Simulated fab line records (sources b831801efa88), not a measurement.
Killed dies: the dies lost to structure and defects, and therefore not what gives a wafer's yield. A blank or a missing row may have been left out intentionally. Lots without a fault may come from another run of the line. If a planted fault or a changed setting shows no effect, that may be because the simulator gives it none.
fab line records	flow sky130
[record] lots = 6	wafers = 18	lastDay = 50
route steps=708 shown VIA2@510 PAD_OPEN@708
lots that met no fault: taken from a fault-free run of the same line
startH: hours from the record's first day to the start of the lot's first wafer shown	waitH: how many hours have passed since the lot's step before this one	" identical to the entry in the row above	L1.1+2: several wafers, shown together as one row	- either no value or no given start	* or withheld: withheld	< > ~ a bound
route shown NAME@n: NAME is a module with steps in the file, n the number in the route of the first one	usual: average and standard deviation across the fault-free wafers	same: alike in all rows	chamber/n: place in a boat	sites: readings site by site	_std_site: the values' standard deviation	_edge_site: mean of outer sites minus mean of inner sites	radiusMm: for every site, how far away it sits from the centre of the wafer	mask NAME#n: copy n	behind: tool/chamber where the wafer was last shaped	hold: reason for holding the lot/hours on hold/outcome of the hold	device: the transistor (n, p or np) that didn't switch	end of line: at the end of the route, the tests of the same wafers	step lacking rows: just its recipe	killed: the dies lost at the first sort to structure and to defects; this is not the yield of the wafer	map: the dies of a wafer, with x for killed, . for not killed, _ for no die there
set.NAME: setting as actually run; set.NAME@STEP: the setting as run at that earlier step	model.NAME: the simulator's own value behind a step, which no gauge read
lots at selected steps of the route; one table per step, one row per wafer
services: a tool's chamber out of use, with start hour (startH, from the record's first day; less than 0 if before it), hours out, and reason
[[steps]]
[step SKY_VIA2_BOW_MEAS_03]
[recipe] mode = bow
[usual] VIA2_BOW = 87/7.3
lot.wafer	tool	chamber	startH	waitH	VIA2_BOW[um]
L103.4	filmMetro-04	-	828.60	0.3	105
L103.5	"	-	"	"	103
L103.6	"	-	"	"	97
L110.1	filmMetro-01	-	888.13	0.2	85
L110.4	"	-	"	"	96
L110.6	"	-	"	"	93
L111.1	filmMetro-04	-	896.08	0.1	91
L111.3	"	-	"	"	82
L111.5	"	-	"	"	94
L114.2	filmMetro-01	-	912.68	0.1	84
L114.3	"	-	"	"	95
L114.6	"	-	"	"	98
L122.2	filmMetro-01	-	981.28	0.2	85
L122.3	"	-	"	"	86
L122.6	"	-	"	"	102
L124.2	filmMetro-03	-	986.22	0.2	86
L124.3	"	-	"	"	88
L124.6	"	-	"	"	80
[step SKY_VIA2_DEHYDRATE_04]
[recipe] tempC = 200	timeS = 60
[step SKY_VIA2_HMDS_05]
[recipe] primeTimeS = 60	primeTempC = 120
[step SKY_VIA2_COAT_06]
[recipe] resist = BARC	tempC = withheld	timeS = withheld	spinRpm = 3000	resistThkNm = 60
[step SKY_VIA2_COAT_07]
[recipe] resist = KrF-thick	spinRpm = 3000	resistThkNm = 450
[step SKY_VIA2_SOFTBAKE_08]
[recipe] tempC = 100	timeS = 90	resist = KrF-thick
[step SKY_VIA2_EXPOSE_09]
[recipe] maskId = VIM2	na = 0.8	sourceShape = annular	sigmaInner = 0.55	sigmaOuter = 0.85	targetCdNm = 200	doseMj = 38
[step SKY_VIA2_PEB_10]
[recipe] pebTempC = withheld	pebTimeS = withheld	resist = KrF-thick
[step SKY_VIA2_DEVELOP_11]
[recipe] developTimeS = 60	resist = KrF-thick	devTempC = 21
[step SKY_VIA2_CD_MEAS_12]
[recipe] targetCdNm = 200
[usual] cdNm = 200.7/1.8
lot.wafer	tool	chamber	startH	waitH	cdNm
L103.4	cdSem-02	-	853.34	-	200.3
L103.5	"	-	"	"	200.0
L103.6	"	-	"	"	200.3
L110.1	cdSem-02	-	913.41	-	199.0
L110.4	"	-	"	"	199.7
L110.6	"	-	"	"	200.4
L111.1	cdSem-01	-	921.10	-	202.4
L111.3	"	-	"	"	203.7
L111.5	"	-	"	"	202.1
L114.2	cdSem-02	-	937.91	-	198.5
L114.3	"	-	"	"	198.8
L114.6	"	-	"	"	196.9
L122.2	cdSem-01	-	1004.52	-	200.0
L122.3	"	-	"	"	200.7
L122.6	"	-	"	"	202.1
L124.2	cdSem-02	-	1009.36	-	197.6
L124.3	"	-	"	"	198.4
L124.6	"	-	"	"	198.6
[step SKY_VIA2_OVL_MEAS_13]
[usual] VIA2_OVL = 1/5.8
lot.wafer	tool	chamber	startH	waitH	VIA2_OVL[nm]
L103.4	overlay-01	-	853.42	0.1	5
L103.5	"	-	"	"	18
L103.6	"	-	"	"	5
L110.1	overlay-01	-	913.53	0.1	9
L110.4	"	-	"	"	5
L110.6	"	-	"	"	2
L111.1	overlay-02	-	921.22	0.1	-1
L111.3	"	-	"	"	3
L111.5	"	-	"	"	2
L114.2	overlay-01	-	938.02	0.1	-1
L114.3	"	-	"	"	3
L114.6	"	-	"	"	-5
L122.2	overlay-02	-	1004.63	0.1	0
L122.3	"	-	"	"	10
L122.6	"	-	"	"	-1
L124.2	overlay-01	-	1009.47	0.1	-1
L124.3	"	-	"	"	-1
L124.6	"	-	"	"	7
[step SKY_VIA2_ETCH_14]
[recipe] chemistry = N2/H2	target = BARC	ionEnergyEv = 200	sourceW = 500	biasW = 100	pressureMtorr = 30	n2FlowSccm = 100	h2FlowSccm = 200	stopOn = SiO2	timeS = 45.9	targetDepthA = 600
[usual] drypumpMotorCurrentA = 5.8/0.44	oesProductAu = 0.854/0.0045	throttleValvePct = 13.225/0.0087
lot.wafer	tool	chamber	startH	waitH	drypumpMotorCurrentA	oesProductAu	rfHoursCounterH	throttleValvePct
L103.4	rieDiel-03	3	853.43	0.0	5.7	0.848	14	13.222
L103.5	"	1	"	"	5.5	0.860	-	13.227
L103.6	"	2	"	"	5.7	0.852	-	13.213
L110.1	rieDiel-02	2	913.57	0.0	6.6	0.846	16	13.232
L110.4	"	1	"	"	5.5	0.852	18	13.225
L110.6	"	3	"	"	5.6	0.862	-	13.230
L111.1	rieDiel-02	0	921.25	0.0	5.5	0.863	26	13.217
L111.3	"	3	"	"	5.5	0.854	24	13.207
L111.5	"	3	"	"	5.6	0.856	-	13.219
L114.2	rieDiel-04	1	938.05	0.0	4.7	0.855	19	13.224
L114.3	"	3	"	"	5.8	0.851	15	13.232
L114.6	"	1	"	"	4.7	0.858	-	13.216
L122.2	rieDiel-02	2	1004.66	0.0	6.5	0.860	19	13.224
L122.3	"	3	"	"	5.6	0.864	27	13.232
L122.6	"	1	"	"	5.5	0.852	-	13.217
L124.2	rieDiel-03	3	1009.50	0.0	5.7	0.860	18	13.233
L124.3	"	2	"	"	5.7	0.859	9	13.232
L124.6	"	3	"	"	5.8	0.862	-	13.223
[step SKY_VIA2_ETCH_15]
[recipe] target = SiO2	chemistry = C4F8/O2/Ar	targetDepthNm = 546	stopOn = TiN	maskMaterial = KrF-thick	sourceW = 1500	biasW = 1200	pressureMtorr = 40	c4f8FlowSccm = withheld	O2_flow_sccm = 6	Ar_flow_sccm = 300	timeS = 84
[usual] oesProductAu = 0.941/0.0042
lot.wafer	tool	chamber	startH	waitH	oesProductAu	rfHoursCounterH	model.KrF-thick_of_VIA2_COAT_07.thkNm	model.TiN_of_METAL2_SPUTTER_04.thkNm	model.VIA2.featureDepthNm
L103.4	rieDiel-03	3	853.48	0.0	0.940	14	280.1	69.51	495.1
L103.5	"	1	"	"	0.938	-	283.9	69.53	496.1
L103.6	"	2	"	"	0.938	-	283.1	69.93	495.2
L110.1	rieDiel-02	2	913.61	0.0	0.944	16	221.1	60.5	505.6
L110.4	"	1	"	"	0.951	18	216.9	59.81	507.6
L110.6	"	3	"	"	0.945	-	223.5	60.76	506.8
L111.1	rieDiel-02	0	921.30	0.0	0.941	26	224.2	60.08	504.1
L111.3	"	3	"	"	0.943	24	222.3	59.47	505.9
L111.5	"	3	"	"	0.950	-	224.5	60.12	505.6
L114.2	rieDiel-04	1	938.09	0.0	0.933	19	284.8	68.86	496.3
L114.3	"	3	"	"	0.937	15	282.8	69.49	494.9
L114.6	"	1	"	"	0.944	-	285.5	69.92	494.9
L122.2	rieDiel-02	2	1004.70	0.0	0.943	19	282.2	68.77	496.6
L122.3	"	3	"	"	0.936	27	284.5	68.94	492.6
L122.6	"	1	"	"	0.939	-	280.8	69.76	494.6
L124.2	rieDiel-03	3	1009.54	0.0	0.942	18	281.2	69.1	494.3
L124.3	"	2	"	"	0.933	9	280.8	70.25	493.3
L124.6	"	3	"	"	0.942	-	281.7	70.05	494.1
[step SKY_VIA2_STRIP_16]
[recipe] chemistry = O2/N2	powerW = 1400	pressureMtorr = 1500	platenTempC = withheld	o2FlowSccm = 3000	n2FlowSccm = 300	overashFraction = 0.5
[usual] drypumpMotorCurrentA = 5.6/0.45	oesProductAu = 0.399/0.0047	stripTimeToEndpointS = 4.055/0.023
lot.wafer	tool	chamber	startH	waitH	drypumpMotorCurrentA	oesProductAu	rfHoursCounterH	stripTimeToEndpointS
L103.4	plasmaAsher-02	0	853.57	0.1	6.3	0.399	-	4.016
L103.5	"	1	"	"	6.0	0.396	-	4.041
L103.6	"	0	"	"	6.4	0.404	-	4.047
L110.1	plasmaAsher-01	0	913.68	0.0	5.7	0.367	115	3.376
L110.4	"	1	"	"	5.0	0.377	-	3.347
L110.6	"	0	"	"	5.7	0.371	-	3.423
L111.1	plasmaAsher-03	1	921.36	0.0	5.4	0.373	17	3.394
L111.3	"	1	"	"	5.4	0.373	-	3.390
L111.5	"	1	"	"	5.4	0.375	-	3.427
L114.2	plasmaAsher-03	0	938.15	0.0	5.4	0.400	19	4.062
L114.3	"	0	"	"	5.4	0.391	-	4.026
L114.6	"	1	"	"	5.3	0.405	-	4.078
L122.2	plasmaAsher-03	0	1004.76	0.0	5.4	0.391	26	4.049
L122.3	"	0	"	"	5.4	0.396	-	4.047
L122.6	"	0	"	"	5.4	0.404	-	4.021
L124.2	plasmaAsher-01	1	1009.60	0.0	5.0	0.391	125	4.025
L124.3	"	0	"	"	5.7	0.403	-	4.022
L124.6	"	1	"	"	5.0	0.397	-	4.037
[step SKY_VIA2_STRIP_17]
[recipe] chemistry = postEtchResidueRemover	timeS = 1200	tempC = 72.5
[step SKY_PAD_OPEN_PROBE_99]
[usual] defectLimitedYield = 82.3/1.9	killed_at_M0_to_M3 = 44/6.9	killed_at_M4_up = 3.0/1.5	killedAtContacts = 24/5.2	killedAtFrontEnd = 15/4.1	killedAtOther = 0.4/0.62	killedDies = 87/9.6	killedOpen = 47/7	killedShort = 40/6.2	sort_bin_3_pad_short = 0.9/0.43	sort_bin_5_function = 10.5/1.4	sort_bin_6_memory = 6.4/1.2	sortNPass = 405/9.6	sortYieldPct = 82.3/1.9
[same] grossDies = 492	killedAtBackSide = 0	sort_bin_4_leakage[%] = 0	sort_bin_8_speed[%] = 0
lot.wafer	tool	chamber	startH	waitH	defectLimitedYield[%]	killed_at_M0_to_M3	killed_at_M4_up	killedAtContacts	killedAtFrontEnd	killedAtOther	killedDies	killedOpen	killedShort	sort_bin_3_pad_short[%]	sort_bin_5_function[%]	sort_bin_6_memory[%]	sortNPass	sortYieldPct[%]
L103.4	prober-01	-	1078.18	0.2	82.7	39	4	24	18	0	85	44	41	0.8	10.2	6.3	407	82.7
L103.5	prober-01	-	1078.23	0.2	80.5	61	5	20	10	0	96	54	42	2.2	11.2	6.1	396	80.5
L103.6	prober-01	-	1078.28	0.2	79.7	49	2	26	22	1	100	61	39	1.2	13.2	5.9	392	79.7
// killed by level:class
L103.4 VIA3:geometricParticle:open=9 CONTACT:geometricParticle:open=8 FIELD_ISO:geometricParticle:short=7 FIELD_ISO:geometricParticle:open=7 LI_CONTACT:geometricParticle:open=5 CONTACT:geometricParticle:short=5 VIA1:geometricParticle:open=5 METAL2:geometricParticle:short=5
L103.5 VIA2:geometricParticle:open=12 VIA1:geometricParticle:open=11 METAL2:geometricParticle:short=8 METAL1:geometricParticle:short=8 CONTACT:geometricParticle:open=8 LI_CONTACT:geometricParticle:open=5 VIA3:geometricParticle:open=5 LI_CONTACT:geometricParticle:short=4
L103.6 VIA1:geometricParticle:open=18 VIA3:geometricParticle:open=10 FIELD_ISO:geometricParticle:short=9 CONTACT:geometricParticle:open=9 LI_CONTACT:geometricParticle:short=6 LI_CONTACT:geometricParticle:open=6 VIA2:geometricParticle:open=6 FIELD_ISO:geometricParticle:open=5
[[services]]
tool	chamber	startH	hours	kind
rieDiel-04	3	839.37	5.7	repair
plasmaAsher-03	-	855.42	2.8	pm
rieDiel-03	2	865.34	3.5	repair
rieDiel-02	-	868.98	2.8	pm
rieDiel-02	3	872.00	12.6	repair
rieDiel-02	2	883.21	9.7	repair
plasmaAsher-03	-	892.76	7.6	repair
plasmaAsher-02	-	902.07	15.6	pm
rieDiel-03	1	906.54	17.6	repair
rieDiel-04	0	951.38	-	clean
rieDiel-04	0	951.38	19.6	scheduledDown
rieDiel-04	0	951.38	19.6	ventCycle
plasmaAsher-02	-	969.70	1.8	repair
rieDiel-02	2	988.02	15.7	repair
rieDiel-04	3	989.69	9.6	repair
rieDiel-04	1	991.24	2.2	repair
plasmaAsher-01	-	1005.56	1.4	repair
rieDiel-03	0	1008.05	2.7	repair
[[key]]
[firstSign] step = SKY_VIA2_STRIP_16	reading = stripTimeToEndpointS	direction = down	sigmas = 29	usual = *	struck = *
[effect] step = SKY_VIA2_STRIP_16	reading = oesProductAu	direction = down	sigmas = 5.6	usual = 0.399	struck = 0.373
[modelEffect] step = SKY_VIA2_ETCH_15	value = KrF-thick_of_VIA2_COAT_07.thkNm	without = 284.4	struck = 222.1
metAt SKY_VIA2_ETCH_15
struckWafers L110.1,L110.4,L110.6,L111.1,L111.3,L111.5
[fault] kind = processParameterDrift	tool = rieDiel-02	chamber = -	onsetH = 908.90	steps = SKY_VIA2_ETCH_15	channel = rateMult	offset = 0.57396	shape = step	endH = 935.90
